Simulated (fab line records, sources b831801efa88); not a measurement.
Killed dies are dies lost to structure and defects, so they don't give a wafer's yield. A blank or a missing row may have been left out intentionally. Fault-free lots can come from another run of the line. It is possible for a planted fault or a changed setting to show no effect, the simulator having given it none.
Chamber matching + flow sky130 + cmp-02 running SKY_LI_CONTACT_CMP_02: 4 sister chambers
The step polishes PSG. 8 wafers are shown with their chamber, then 8 later ones without.

== WAFERS, EACH WITH ITS CHAMBER ==
| wafer  | chamber | motorCurrentA (A) | platenRpm (rpm) |
|--------|---------|-------------------|-----------------|
| L177.6 | 0       | 11.9              | 59.97           |
| L182.4 | 3       | 14.0              | 59.98           |
| L182.5 | 3       | 13.7              | 59.94           |
| L182.6 | 2       | 13.1              | 59.99           |
| L186.1 | 1       | 13.2              | 60.02           |
| L186.3 | 2       | 13.2              | 60.01           |
| L186.4 | 0       | 11.9              | 60.03           |
| L187.1 | 1       | 13.1              | 60.01           |

== WAFERS MISSING THEIR CHAMBER ==
| wafer  | motorCurrentA (A) | platenRpm (rpm) |
|--------|-------------------|-----------------|
| L187.2 | 13.7              | 59.99           |
| L187.6 | 11.7              | 59.95           |
| L189.2 | 11.0              | 60.01           |
| L189.5 | 12.4              | 59.99           |
| L189.6 | 13.6              | 59.95           |
| L195.2 | 13.6              | 59.97           |
| L195.4 | 11.7              | 60.04           |
| L195.5 | 11.4              | 60.04           |

== THE CHAMBER EACH PASSED THROUGH ==
| wafer  | from the rows above     | in truth                   |
|--------|-------------------------|----------------------------|
| L187.2 | 3                       | 3                          |
| L187.6 | 0                       | 0                          |
| L189.2 | 0                       | 0                          |
| L189.5 | 0                       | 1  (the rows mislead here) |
| L189.6 | 3                       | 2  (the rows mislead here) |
| L195.2 | can't be placed: 3 or 2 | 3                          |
| L195.4 | 0                       | 0                          |
| L195.5 | 0                       | 0                          |
Correctly placed: 5 of 8. Can't be placed from these rows: 1 (the true chamber is among the candidates in 1). Number placed wrongly: 2.
How it was worked out, from the rows above alone: a wafer's distance from a chamber is the root of the sum, over the readings, of the square of ((its reading less the chamber's mean) divided by the reading's scatter). If the next closest chamber is less than 2 further off than the closest, the wafer can't be placed; otherwise it belongs to the closest. Each chamber's mean is taken over the wafers shown for it. The scatter: take each reading less its chamber's mean, square it, sum over the shown wafers, divide by the number of wafers less the number of chambers, and take the root.
